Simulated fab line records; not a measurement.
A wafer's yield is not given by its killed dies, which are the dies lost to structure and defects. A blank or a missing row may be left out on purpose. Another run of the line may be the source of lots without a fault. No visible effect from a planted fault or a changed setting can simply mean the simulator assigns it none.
Which of the tools did it? || flow gf180mcu || 13 lots, 39 wafers sampled, at 3 steps of a route of 602

## WHAT THE GAUGES READ, wafer by wafer
GF_SAB_CD_MEAS_09: target cd 420 nm.
{"lot": "L828", "measured": "day 15 15:51", "on": "cdSem-02", "cdNm (nm)": "417.8 420.5 420.7"}
{"lot": "L829", "measured": "day 16 03:37", "on": "cdSem-01", "cdNm (nm)": "418.4 415.9 418.4"}
{"lot": "L830", "measured": "day 16 06:38", "on": "cdSem-01", "cdNm (nm)": "419.3 421.8 418.1"}
{"lot": "L831", "measured": "day 16 12:03", "on": "cdSem-02", "cdNm (nm)": "419.2 420.9 417.5"}
{"lot": "L839", "measured": "day 19 07:35", "on": "cdSem-01", "cdNm (nm)": "417.3 417.4 418.8"}
{"lot": "L840", "measured": "day 19 13:38", "on": "cdSem-01", "cdNm (nm)": "300.0 389.1 395.5"}
{"lot": "L841", "measured": "day 19 20:38", "on": "cdSem-02", "cdNm (nm)": "380.3 275.7 321.2"}
{"lot": "L845", "measured": "day 21 09:37", "on": "cdSem-01", "cdNm (nm)": "421.4 420.9 421.3"}
{"lot": "L846", "measured": "day 21 11:09", "on": "cdSem-02", "cdNm (nm)": "423.2 424.5 426.0"}
{"lot": "L847", "measured": "day 22 00:56", "on": "cdSem-02", "cdNm (nm)": "421.4 419.7 423.0"}
{"lot": "L849", "measured": "day 22 16:42", "on": "cdSem-02", "cdNm (nm)": "425.5 424.5 422.1"}
{"lot": "L850", "measured": "day 22 21:22", "on": "cdSem-01", "cdNm (nm)": "421.5 421.9 421.0"}
{"lot": "L851", "measured": "day 23 05:38", "on": "cdSem-01", "cdNm (nm)": "418.4 419.2 418.9"}

## WHAT TOOL EACH LOT RAN ON (gives the tool, then ch and the chambers of the sampled wafers, and finally the start)
{"lot": "L828", "GF_HV_LDD_STRIP_10": "plasmaAsher-03 ch 0,1, day 10 11:22", "GF_SAB_EXPOSE_06": "ilineStepper-02 ch 0, day 15 05:13"}
{"lot": "L829", "GF_HV_LDD_STRIP_10": "plasmaAsher-01 ch 0,1, day 10 21:00", "GF_SAB_EXPOSE_06": "ilineStepper-02 ch 0, day 15 17:04"}
{"lot": "L830", "GF_HV_LDD_STRIP_10": "plasmaAsher-01 ch 0,1, day 10 21:28", "GF_SAB_EXPOSE_06": "ilineStepper-02 ch 0, day 15 19:45"}
{"lot": "L831", "GF_HV_LDD_STRIP_10": "plasmaAsher-02 ch 0,1, day 11 04:12", "GF_SAB_EXPOSE_06": "ilineStepper-02 ch 0, day 16 01:05"}
{"lot": "L839", "GF_HV_LDD_STRIP_10": "plasmaAsher-03 ch 0,1, day 13 12:40", "GF_SAB_EXPOSE_06": "ilineStepper-02 ch 0, day 18 19:50"}
{"lot": "L840", "GF_HV_LDD_STRIP_10": "plasmaAsher-03 ch 0,1, day 13 17:59", "GF_SAB_EXPOSE_06": "ilineStepper-01 ch 0, day 19 01:33"}
{"lot": "L841", "GF_HV_LDD_STRIP_10": "plasmaAsher-03 ch 0,1, day 14 00:18", "GF_SAB_EXPOSE_06": "ilineStepper-01 ch 0, day 19 08:44"}
{"lot": "L845", "GF_HV_LDD_STRIP_10": "plasmaAsher-02 ch 0,1, day 15 08:36", "GF_SAB_EXPOSE_06": "ilineStepper-02 ch 0, day 20 21:56"}
{"lot": "L846", "GF_HV_LDD_STRIP_10": "plasmaAsher-02 ch 0,1, day 15 10:09", "GF_SAB_EXPOSE_06": "ilineStepper-02 ch 0, day 20 23:51"}
{"lot": "L847", "GF_HV_LDD_STRIP_10": "plasmaAsher-01 ch 0,1, day 15 21:21", "GF_SAB_EXPOSE_06": "ilineStepper-02 ch 0, day 21 12:53"}
{"lot": "L849", "GF_HV_LDD_STRIP_10": "plasmaAsher-03 ch 0,1, day 16 14:39", "GF_SAB_EXPOSE_06": "ilineStepper-02 ch 0, day 22 05:43"}
{"lot": "L850", "GF_HV_LDD_STRIP_10": "plasmaAsher-01 ch 0,1, day 16 17:12", "GF_SAB_EXPOSE_06": "ilineStepper-02 ch 0, day 22 09:33"}
{"lot": "L851", "GF_HV_LDD_STRIP_10": "plasmaAsher-03 ch 0,1, day 17 02:51", "GF_SAB_EXPOSE_06": "ilineStepper-01 ch 0, day 22 18:16"}
- GF_HV_LDD_STRIP_10: strips in O2/N2.
- GF_SAB_EXPOSE_06: exposes mask SAB, target cd 420 nm.

## AS READ BY THE TOOLS THEMSELVES (means over the sampled wafers that have a number; for cases with no such wafer, the mark the record gives instead)
GF_HV_LDD_STRIP_10.
{"lot": "L828", "tool": "plasmaAsher-03", "drypumpMotorCurrentA (A)": 6.3, "heaterPowerW (W)": 335, "oesProductAu (a.u.)": 0.717, "stripTimeToEndpointS (s)": 12.60}
{"lot": "L829", "tool": "plasmaAsher-01", "drypumpMotorCurrentA (A)": 5.7, "heaterPowerW (W)": 326, "oesProductAu (a.u.)": 0.716, "stripTimeToEndpointS (s)": 12.57}
{"lot": "L830", "tool": "plasmaAsher-01", "drypumpMotorCurrentA (A)": 5.5, "heaterPowerW (W)": 314, "oesProductAu (a.u.)": 0.711, "stripTimeToEndpointS (s)": 12.60}
{"lot": "L831", "tool": "plasmaAsher-02", "drypumpMotorCurrentA (A)": 5.8, "heaterPowerW (W)": 342, "oesProductAu (a.u.)": 0.714, "stripTimeToEndpointS (s)": 12.59}
{"lot": "L839", "tool": "plasmaAsher-03", "drypumpMotorCurrentA (A)": 6.2, "heaterPowerW (W)": 327, "oesProductAu (a.u.)": 0.718, "stripTimeToEndpointS (s)": 12.65}
{"lot": "L840", "tool": "plasmaAsher-03", "drypumpMotorCurrentA (A)": 6.3, "heaterPowerW (W)": 329, "oesProductAu (a.u.)": 0.715, "stripTimeToEndpointS (s)": 12.62}
{"lot": "L841", "tool": "plasmaAsher-03", "drypumpMotorCurrentA (A)": 6.2, "heaterPowerW (W)": 329, "oesProductAu (a.u.)": 0.712, "stripTimeToEndpointS (s)": 12.64}
{"lot": "L845", "tool": "plasmaAsher-02", "drypumpMotorCurrentA (A)": 5.8, "heaterPowerW (W)": 335, "oesProductAu (a.u.)": 0.713, "stripTimeToEndpointS (s)": 12.65}
{"lot": "L846", "tool": "plasmaAsher-02", "drypumpMotorCurrentA (A)": 5.8, "heaterPowerW (W)": 338, "oesProductAu (a.u.)": 0.721, "stripTimeToEndpointS (s)": 12.61}
{"lot": "L847", "tool": "plasmaAsher-01", "drypumpMotorCurrentA (A)": 5.7, "heaterPowerW (W)": 319, "oesProductAu (a.u.)": 0.719, "stripTimeToEndpointS (s)": 12.69}
{"lot": "L849", "tool": "plasmaAsher-03", "drypumpMotorCurrentA (A)": 6.2, "heaterPowerW (W)": 328, "oesProductAu (a.u.)": 0.714, "stripTimeToEndpointS (s)": 12.60}
{"lot": "L850", "tool": "plasmaAsher-01", "drypumpMotorCurrentA (A)": 5.5, "heaterPowerW (W)": 313, "oesProductAu (a.u.)": 0.717, "stripTimeToEndpointS (s)": 12.61}
{"lot": "L851", "tool": "plasmaAsher-03", "drypumpMotorCurrentA (A)": 6.3, "heaterPowerW (W)": 327, "oesProductAu (a.u.)": 0.717, "stripTimeToEndpointS (s)": 12.61}

## THE ANSWER, worked out from the rows above alone
Rule: the lots themselves supply what counts as usual. Put in order of their means at a reading, lots are off if they are a third of the lots or fewer, leave a main group of 4 or more, and stand apart from it by a gap of 3 or more times the standard deviation of the main group's means; of several such gaps the widest counts. Not used: any main group whose means are identical at the precision the tables above print for the reading. A lot without any number at a reading at which 4 lots or more have one is off too. Any other lot the step has rows for is counted as sound. Order of review: gauges by route order, followed by the tools' own readings, for which a lot's mean as printed above is used. At the first step where some lot is off, the reading lying furthest off is the one used; lots without a number count as furthest.
Off, at GF_SAB_CD_MEAS_09 on cdNm: L840, L841. Main group: mean 420.5 nm, sd 2.2.
If a tool, at a process step before that reading, ran all the lots that are off and no sound lot after the first of them, it fits. Those tools and the gauges at GF_SAB_CD_MEAS_09 are tried in the same way. None of those tried fits.

## WHAT THE SIMULATOR PUT IN
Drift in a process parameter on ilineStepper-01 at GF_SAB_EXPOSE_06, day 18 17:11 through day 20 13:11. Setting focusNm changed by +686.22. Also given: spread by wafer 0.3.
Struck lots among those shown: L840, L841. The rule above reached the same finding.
